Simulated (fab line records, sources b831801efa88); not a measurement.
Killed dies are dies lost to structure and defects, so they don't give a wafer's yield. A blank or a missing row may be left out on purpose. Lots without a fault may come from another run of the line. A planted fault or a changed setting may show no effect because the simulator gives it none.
fab line records | flow sky130
record lots=13 wafers=39 last_day=50
route steps=708 shown SONOS_ONO@169 LDD_HVN@275 LDD_LDN@302 SD_P@328
lots that met no fault: from a run of the same line without faults
start_h: hours from the record's first day to the start of the lot's first wafer shown | wait_h: hours since the lot's step before | " the same as in the row above | L1.1+2: a row that stands for several wafers | - no value, or no start given | * or withheld: withheld | < > ~ a bound
route shown NAME@n: a module of which the file shows steps, and the number in the route of the first | usual: mean/standard deviation of fault-free wafers | same: alike in all rows | chamber/n: place in a boat | sites: the reading at each site | _std_site: their standard deviation | _edge_site: outer sites' mean less inner sites' | radius_mm: how far each site lies from the wafer's centre | mask NAME#n: copy n | behind: the tool/chamber that last shaped the wafer | hold: why the lot was held/for how many hours/how that ended | device: the transistor (n, p or np) that didn't switch | end of line: the same wafers' tests at the end of the route | a step without rows: its recipe alone | killed: dies lost to structure and defects at the first sort, not the wafer's yield | map: a wafer's dies, x killed, . not, _ none there
set.NAME: the setting as run; set.NAME@STEP: as run at that earlier step | model.NAME: the simulator's own value behind a step, which no gauge read
steps of the route over a sample of lots; a table a step, a row a wafer
services: from which hour (start_h, from the record's first day; less than 0 if before it) a tool's chamber was out of use, for how many hours, and why
## steps
# step SKY_SONOS_ONO_THK_MEAS_01
# recipe reads=SiO2_of_SONOS_ONO_OXIDATION_00
# usual SONOS_ONO_OXIDATION_THK=2.59/0.052
# columns lot.wafer tool chamber start_h wait_h SONOS_ONO_OXIDATION_THK[nm]
L857.1 film_metro-03 - 255.45 0.0 2.47
L857.2 " - " " 2.59
L857.5 " - " " 2.55
L858.2 film_metro-01 - 260.83 0.0 2.61
L858.3 " - " " 2.66
L858.5 " - " " 2.62
L859.3 film_metro-03 - 266.34 0.0 2.57
L859.5 " - " " 2.56
L859.6 " - " " 2.57
L861.1 film_metro-04 - 285.16 0.0 2.54
L861.2 " - " " 2.64
L861.5 " - " " 2.55
L862.2 film_metro-03 - 288.90 0.0 2.59
L862.5 " - " " 2.64
L862.6 " - " " 2.58
L866.1 film_metro-01 - 323.58 0.0 2.63
L866.4 " - " " 2.50
L866.6 " - " " 2.65
L867.4 film_metro-03 - 334.90 0.0 2.60
L867.5 " - " " 2.55
L867.6 " - " " 2.60
L868.3 film_metro-04 - 346.88 0.0 2.63
L868.4 " - " " 2.66
L868.5 " - " " 2.62
L871.2 film_metro-03 - 366.31 0.0 2.58
L871.4 " - " " 2.57
L871.6 " - " " 2.61
L873.1 film_metro-03 - 387.98 0.0 2.57
L873.3 " - " " 2.53
L873.4 " - " " 2.61
L876.1 film_metro-03 - 404.56 0.0 2.60
L876.3 " - " " 2.69
L876.6 " - " " 2.57
L880.1 film_metro-03 - 440.05 0.0 2.60
L880.4 " - " " 2.63
L880.5 " - " " 2.68
L879.1 film_metro-04 - 442.34 0.0 2.64
L879.2 " - " " 2.65
L879.4 " - " " 2.65
# step SKY_LDD_HVN_IMPLANT_08
# recipe species=P energy_kev=60 dose_cm2=3e+13 tilt_deg=40
# usual beam_energy_keV=59.998/0.019 beam_on_s=9.98/0.21
# columns lot.wafer tool chamber start_h wait_h beam_energy_keV beam_on_s
L857.1 implanter-04 0 463.27 0.0 59.988 10.23
L857.2 " 0 " " 59.985 10.01
L857.5 " 0 " " 59.958 10.32
L858.2 implanter-04 0 473.08 0.0 60.014 10.02
L858.3 " 0 " " 60.004 9.75
L858.5 " 0 " " 60.010 10.03
L859.3 implanter-04 0 477.00 0.1 60.021 9.61
L859.5 " 0 " " 59.983 10.15
L859.6 " 0 " " 59.968 10.36
L861.1 implanter-03 0 504.89 0.0 60.019 9.96
L861.2 " 0 " " 60.018 10.09
L861.5 " 0 " " 60.037 9.84
L862.2 implanter-03 0 507.82 0.0 59.988 10.04
L862.5 " 0 " " 60.005 9.84
L862.6 " 0 " " 60.027 10.17
L866.1 implanter-04 0 543.26 0.0 59.991 9.81
L866.4 " 0 " " 60.002 10.28
L866.6 " 0 " " 59.997 9.81
L867.4 implanter-03 0 558.02 0.1 59.964 9.91
L867.5 " 0 " " 60.015 9.88
L867.6 " 0 " " 60.002 10.11
L868.3 implanter-01 0 573.75 0.1 60.040 9.79
L868.4 " 0 " " 60.006 9.42
L868.5 " 0 " " 60.024 9.90
L871.2 implanter-01 0 591.39 0.0 59.997 10.06
L871.4 " 0 " " 59.982 9.82
L871.6 " 0 " " 60.007 10.13
L873.1 implanter-01 0 615.39 0.0 60.001 9.84
L873.3 " 0 " " 59.974 9.89
L873.4 " 0 " " 59.983 9.73
L876.1 implanter-03 0 628.40 0.0 48.262 10.15
L876.3 " 0 " " 48.235 10.00
L876.6 " 0 " " 48.257 10.14
L880.1 implanter-04 0 664.34 0.0 60.017 10.31
L880.4 " 0 " " 60.022 10.06
L880.5 " 0 " " 60.031 10.07
L879.1 implanter-03 0 665.54 0.0 48.234 9.87
L879.2 " 0 " " 48.247 9.79
L879.4 " 0 " " 48.225 10.27
# step SKY_LDD_HVN_TW_MEAS_10
# usual LDD_HVN_TW=1433/14
# columns lot.wafer tool chamber start_h wait_h hold LDD_HVN_TW
L857.1 film_metro-02 - 463.52 0.1 - 1429
L857.2 " - " " - 1437
L857.5 " - " " - 1445
L858.2 film_metro-04 - 473.31 0.1 - 1416
L858.3 " - " " - 1433
L858.5 " - " " - 1424
L859.3 film_metro-04 - 477.22 0.1 - 1433
L859.5 " - " " - 1421
L859.6 " - " " - 1432
L861.1 film_metro-01 - 505.14 0.1 - 1449
L861.2 " - " " - 1436
L861.5 " - " " - 1447
L862.2 film_metro-04 - 508.06 0.1 - 1425
L862.5 " - " " - 1422
L862.6 " - " " - 1415
L866.1 film_metro-04 - 543.51 0.1 - 1422
L866.4 " - " " - 1417
L866.6 " - " " - 1415
L867.4 film_metro-04 - 558.23 0.1 - 1421
L867.5 " - " " - 1429
L867.6 " - " " - 1418
L868.3 film_metro-04 - 573.97 0.1 - 1416
L868.4 " - " " - 1420
L868.5 " - " " - 1425
L871.2 film_metro-01 - 591.63 0.1 - 1448
L871.4 " - " " - 1436
L871.6 " - " " - 1455
L873.1 film_metro-01 - 615.64 0.1 - 1448
L873.3 " - " " - 1443
L873.4 " - " " - 1439
L876.1 film_metro-01 - 628.65 0.1 await_dispo/0.2h/release 1367
L876.3 " - " " await_dispo/0.2h/release 1366
L876.6 " - " " await_dispo/0.2h/release 1366
L876.1 film_metro-01 - 628.88 0.2 - 1370
L876.3 " - " " - 1371
L876.6 " - " " - 1372
L880.1 film_metro-04 - 664.59 0.1 - 1421
L880.4 " - " " - 1419
L880.5 " - " " - 1413
L879.1 film_metro-04 - 665.79 0.1 await_dispo/0.2h/release 1348
L879.2 " - " " await_dispo/0.2h/release 1345
L879.4 " - " " await_dispo/0.2h/release 1340
L879.1 film_metro-04 - 666.02 0.2 - 1340
L879.2 " - " " - 1339
L879.4 " - " " - 1342
# step SKY_LDD_LDN_TW_MEAS_13
# usual LDD_LDN_TW=1480/13
# columns lot.wafer tool chamber start_h wait_h LDD_LDN_TW
L857.1 film_metro-04 - 524.89 0.1 1463
L857.2 " - " " 1463
L857.5 " - " " 1458
L858.2 film_metro-03 - 535.22 0.1 1469
L858.3 " - " " 1471
L858.5 " - " " 1476
L859.3 film_metro-04 - 538.06 0.1 1449
L859.5 " - " " 1451
L859.6 " - " " 1449
L861.1 film_metro-01 - 566.50 0.1 1485
L861.2 " - " " 1483
L861.5 " - " " 1489
L862.2 film_metro-03 - 568.55 0.1 1482
L862.5 " - " " 1496
L862.6 " - " " 1486
L866.1 film_metro-01 - 603.55 0.1 1486
L866.4 " - " " 1487
L866.6 " - " " 1486
L867.4 film_metro-03 - 617.88 0.1 1481
L867.5 " - " " 1495
L867.6 " - " " 1495
L868.3 film_metro-01 - 632.41 0.1 1486
L868.4 " - " " 1491
L868.5 " - " " 1492
L871.2 film_metro-01 - 649.90 0.1 1495
L871.4 " - " " 1490
L871.6 " - " " 1490
L873.1 film_metro-01 - 676.45 0.1 1489
L873.3 " - " " 1484
L873.4 " - " " 1492
L876.1 film_metro-03 - 686.75 0.1 1475
L876.3 " - " " 1474
L876.6 " - " " 1482
L880.1 film_metro-03 - 720.20 0.1 1478
L880.4 " - " " 1465
L880.5 " - " " 1466
L879.1 film_metro-04 - 721.69 0.1 1455
L879.2 " - " " 1463
L879.4 " - " " 1460
# step SKY_SD_P_OVL_MEAS_08
# usual SD_P_OVL=0.5/1.3
# columns lot.wafer tool chamber start_h wait_h hold SD_P_OVL[nm]
L857.1 overlay-01 - 586.63 0.1 - -1.6
L857.2 " - " " - -2.6
L857.5 " - " " - -1.4
L858.2 overlay-01 - 596.31 0.1 - -1.0
L858.3 " - " " - -0.2
L858.5 " - " " - -1.5
L859.3 overlay-02 - 598.89 0.1 - -0.6
L859.5 " - " " - 0.3
L859.6 " - " " - 0.1
L861.1 overlay-01 - 628.15 0.1 - -0.1
L861.2 " - " " - 1.1
L861.5 " - " " - -0.1
L862.2 overlay-01 - 629.03 0.1 - 0.5
L862.5 " - " " - 1.4
L862.6 " - " " - 0.5
L866.1 overlay-02 - 662.40 0.1 - 1.7
L866.4 " - " " - 2.0
L866.6 " - " " - 2.7
L867.4 overlay-01 - 677.39 0.1 - -0.3
L867.5 " - " " - -0.7
L867.6 " - " " - -0.5
L868.3 overlay-02 - 690.04 0.1 - 2.1
L868.4 " - " " - 1.5
L868.5 " - " " - 2.3
L871.2 overlay-02 - 709.56 0.1 - 1.1
L871.4 " - " " - 0.9
L871.6 " - " " - 1.6
L873.1 overlay-02 - 732.98 0.1 - -1.4
L873.3 " - " " - 1.7
L873.4 " - " " - 1.4
L876.1 overlay-02 - 744.30 0.1 - 1.1
L876.3 " - " " - 1.0
L876.6 " - " " - 0.7
L880.1 overlay-01 - 775.68 0.1 - -0.6
L880.4 " - " " - -1.8
L880.5 " - " " - 0.3
L879.1 overlay-02 - 784.16 4.6 await_dispo/4.5h/release -0.8
L879.2 " - " " await_dispo/4.5h/release -1.8
L879.4 " - " " await_dispo/4.5h/release -0.5
## services
# columns tool chamber start_h hours kind
implanter-01 - 469.80 2.2 repair
implanter-04 - 504.85 3.1 repair
implanter-01 - 515.46 3.9 repair
implanter-04 - 549.85 1.4 repair
implanter-04 - 555.72 1.2 repair
implanter-04 - 597.13 3.2 pm
implanter-04 - 614.11 2.9 repair
## key
first_sign step=SKY_LDD_HVN_IMPLANT_08 reading=beam_energy_keV direction=down sigmas=99+ usual=* struck=*
effect step=SKY_LDD_HVN_TW_MEAS_10 reading=visit direction=added
effect step=SKY_LDD_HVN_TW_MEAS_10 reading=LDD_HVN_TW direction=down sigmas=5.7 usual=1433 struck=1355
met_at SKY_LDD_HVN_IMPLANT_08
struck_lots L876,L879
tester_left_out L876,L879
loop_trim step=SKY_SD_P_EXPOSE_04 setting=dose lots=L879
not_acting_at SKY_SONOS_ONO_THK_MEAS_01,SKY_LDD_LDN_TW_MEAS_13,SKY_SD_P_OVL_MEAS_08
onset_between 558.02 628.40
fault kind=process_parameter_drift tool=implanter-03 chamber=- onset_h=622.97 steps=SKY_LDD_HVN_IMPLANT_08 channel=energy_kev offset=* shape=step end_h=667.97 acts_in=* stated=*
# tester_left_out: of these lots the tester's yield and bins aren't shown, on N5 and GAA mostly nor the transistor test; their killed dies are dies lost to structure and defects alone, not to doping, threshold or leakage, so they don't give the yield
# loop_trim: a control loop set the setting to another value than it would have without faults
